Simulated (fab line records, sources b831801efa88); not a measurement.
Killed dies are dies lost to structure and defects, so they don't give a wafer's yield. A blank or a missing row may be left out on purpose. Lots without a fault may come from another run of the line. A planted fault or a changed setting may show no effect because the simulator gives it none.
Chamber matching | flow sky130 | SKY_VIA2_CMP_02 on cmp-02: 4 sister chambers
The step polishes SiO2. 7 wafers are shown with their chamber, then 7 later ones without.

WAFERS WITH THEIR CHAMBER
wafer  | chamber | motor_current_A (A) | slurry_flow_ml_min
L198.6 | 0       | 11.5                | 150.6
L205.6 | 3       | 12.2                | 150.1
L209.1 | 1       | 11.1                | 149.9
L209.3 | 3       | 11.7                | 150.1
L209.5 | 2       | 14.8                | 149.6
L217.3 | 1       | 11.1                | 149.4
L217.5 | 2       | 14.3                | 149.3

WAFERS WITHOUT THEIR CHAMBER
wafer  | motor_current_A (A) | slurry_flow_ml_min
L217.6 | 11.7                | 150.0
L218.1 | 11.5                | 149.6
L218.4 | 12.6                | 149.2
L218.5 | 11.0                | 150.8
L219.2 | 11.9                | 151.1
L219.4 | 11.7                | 150.0
L219.5 | 14.5                | 150.6

WHICH CHAMBER EACH WENT THROUGH
wafer  | from the rows above          | in truth
L217.6 | can't be placed: 3 or 1 or 0 | 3
L218.1 | can't be placed: 1 or 3      | 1
L218.4 | can't be placed: 3 or 1      | 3
L218.5 | 0                            | 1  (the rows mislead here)
L219.2 | can't be placed: 0 or 3      | 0
L219.4 | can't be placed: 3 or 1 or 0 | 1
L219.5 | 2                            | 2
Placed correctly: 1 of 7. Can't be placed from these rows: 5 (the true chamber is among the candidates in 5). Placed wrongly: 1.
How it was worked out, from the rows above alone: a wafer's distance from a chamber is the root of the sum, over the readings, of the square of ((its reading less the chamber's mean) divided by the reading's scatter). The wafer belongs to the nearest chamber; if the next one is less than 2 further off, it can't be placed. A chamber's mean is the mean of its shown wafers. The scatter: the root of (the sum of the squares of (reading less its chamber's mean) over the shown wafers, divided by (wafers less chambers)).
